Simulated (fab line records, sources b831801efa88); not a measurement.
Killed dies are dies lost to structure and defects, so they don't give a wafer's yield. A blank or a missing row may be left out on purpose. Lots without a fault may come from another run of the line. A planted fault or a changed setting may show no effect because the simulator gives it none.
One fault seen from 2 desks | flow sky130 | each desk has only its own numbers; what lay behind them comes last

THE TOOL OWNER'S DESK: pvd_sputter-03
The tool's own readings at SKY_CAP2M_SPUTTER_02 (material TiN, target thk 200 nm, time 166.7 s): means of the sampled wafers that have a number, for each lot that ran on this tool. A lot is out of limits, marked OUT, if its mean lies more than 4 standard deviations from the usual mean; the brackets give that distance.
Columns: A = throttle_valve_pct at SKY_CAP2M_SPUTTER_02, usual 30.0 %
lot  | first seen here | A
L773 | day 39 17:21    | 30.2
L776 | day 40 12:47    | 30.2
L777 | day 40 20:30    | 29.9
L788 | day 43 20:27    | 30.2
L792 | day 44 23:38    | 30.2
This desk's finding: nothing out of limits on any of the 5 lots.

THE METROLOGY DESK
What the gauges read, lot by lot, whatever tool the lot ran on: means of the sampled wafers that have a number. A lot is out of limits, marked OUT, if its mean lies more than 4 standard deviations from the usual mean; the brackets give that distance.
Columns: A = GATE_OXIDE_OXIDATION_00_THK at SKY_GATE_OXIDE_THK_MEAS_02, usual 10.27 nm; B = cd_nm at SKY_POLY_GATE_CD_MEAS_13, usual 149.9 nm; C = CAP2M_TIN_RS at SKY_CAP2M_RS_MEAS_03, usual 6.97 ohm/sq; D = CAP2M_TIN_THK at SKY_CAP2M_THK_MEAS_04, usual 197.8 nm
lot  | first seen here | A     | B     | C              | D
L773 | day 12 22:25    | 10.25 | 149.6 | 7.00           | 195.7
L776 | day 13 19:11    | 9.60  | 152.5 | 6.88           | 200.1
L777 | day 14 03:23    | 10.24 | 148.9 | 7.02           | 197.4
L779 | day 14 17:03    | 10.01 | 149.4 | 6.88           | 199.6
L780 | day 15 01:42    | 10.04 | 148.8 | 7.06           | 195.6
L782 | day 15 15:58    | 10.39 | 148.4 | 7.03           | 196.0
L788 | day 17 19:02    | 10.34 | 150.8 | 8.34 (+14) OUT | 173.6 (-9.3) OUT
L792 | day 19 06:09    | 10.26 | 152.2 | 8.20 (+13) OUT | 176.7 (-8.1) OUT
L795 | day 20 06:13    | 10.50 | 151.0 | 6.87           | 200.4
L796 | day 21 12:19    | 10.36 | 151.1 | 6.97           | 197.8
This desk's finding: out of limits on L788, L792; first on L788, day 43 20:34 (CAP2M_TIN_RS at SKY_CAP2M_RS_MEAS_03). In limits: L773, L776, L777, L779, L780, L782, L795, L796.

PUT TOGETHER
The metrology desk could have raised an alarm at day 43 20:34, on L788, L792.
The tool owner's desk saw nothing out of limits.
The tool owner's desk has L788, L792 on record, within its limits.
Of the lots named, all ran SKY_CAP2M_SPUTTER_02 on pvd_sputter-03.

WHAT THE SIMULATOR HAD PUT IN
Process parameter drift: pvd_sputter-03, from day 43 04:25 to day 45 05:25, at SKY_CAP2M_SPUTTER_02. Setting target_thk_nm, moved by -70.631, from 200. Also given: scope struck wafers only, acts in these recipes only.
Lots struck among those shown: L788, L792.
Hours from the fault's start to each desk's first reading out of limits: the metrology desk, 16.
